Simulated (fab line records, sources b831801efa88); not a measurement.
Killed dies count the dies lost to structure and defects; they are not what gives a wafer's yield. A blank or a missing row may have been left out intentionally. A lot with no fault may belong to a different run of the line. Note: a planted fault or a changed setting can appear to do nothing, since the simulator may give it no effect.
Code-filled problem report in 8D (eight disciplines) form -- flow sky130 -- the parts of the form that need people (team, actions taken, sign-off) are left out

1. THE ISSUE
Wafers without a fault read 5.001 Pa, standard deviation 0.0096; chamber_pressure_pa at SKY_VIA2_SPUTTER_20 reads a mean of 6.428 Pa on 2 wafers belonging to 2 lots. That is +99 or more standard deviations from the usual mean.
The step: material TiN, target thk 20 nm, time 80 s.
The first sign was on wafer L305.5 at day 42 16:58, on pvd_sputter-04. The record holds 36 wafers of 12 lots with a number at this step. The rule behind "out" and "out of limits": a value lying over 4 standard deviations away from the usual mean. All remaining wafers that have a number are taken as sound.

2. WHAT IT IS, WHAT IT ISN'T
question,is,is not
which readings at this step,chamber_pressure_pa,cathode_dc_power_W
which lots,"L305, L306","L285, L287, L288, L289, L292, L293, L296, L301, L307, L308"
which wafers of those lots,"L305.5, L306.4","L305.3, L305.4, L306.1, L306.2"
read on which tools,pvd_sputter-04,"pvd_sputter-02, pvd_sputter-03"
when,from day 42 16:58,"up to then (26 sound wafers); but 8 sound wafers of L306, L307, L308 came after"

3. WHAT RULES OUT EACH SUSPECT
Counting: a tool at a process step up to the reading stays a suspect if it ran every lot that is out. Sound lots after the first of them don't rule it out here, since some wafers of a struck lot are sound.
- pvd_sputter-04 at SKY_VIA2_SPUTTER_20 (material TiN, target thk 20 nm, time 80 s): kept. It ran every lot that is out, first L305 (day 42 16:58); its last sound lot up to then is L301 (day 41 07:58). On those wafers its own readings are out: chamber_pressure_pa.
Left after counting: pvd_sputter-04 at SKY_VIA2_SPUTTER_20.

4. THE CAUSE (what the simulator had put in)
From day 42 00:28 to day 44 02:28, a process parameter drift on pvd_sputter-04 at SKY_VIA2_SPUTTER_20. Setting chamber_pressure_pa, moved by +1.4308, from 5. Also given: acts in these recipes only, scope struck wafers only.
This tool alone remained once counting was done.

5. THE CHAIN OF EFFECTS, in route order
One row per reading whose mean, taken over the struck wafers that have a number, lies over 3 standard deviations from the usual. Readings are gone through only where the record gives a usual standard deviation; hours: the median, over the lots, of the time from a lot's start at the first step in this table giving one to that lot's start at this step; sigmas: the change measured in usual standard deviations.
hours,step,reading,usual,on struck wafers,change,sigmas
0,SKY_VIA2_SPUTTER_20,chamber_pressure_pa,5.001 Pa,6.428,+1.427,+99 or more
0,SKY_VIA2_SPUTTER_20,throttle_valve_pct,29.7 %,26.1,-3.6,-3.9
The process steps in it:
- SKY_VIA2_SPUTTER_20: material TiN, target thk 20 nm, time 80 s.
Later steps that measure or inspect, where all struck wafers having a row at the step show a number for every such reading and not one has moved that far: SKY_CAPM_OVL_MEAS_12.

6. WHAT WOULD HAVE CAUGHT IT SOONER
In this record no reading fell out of limits until day 42 16:58, 16 hours after the fault had begun at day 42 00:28.
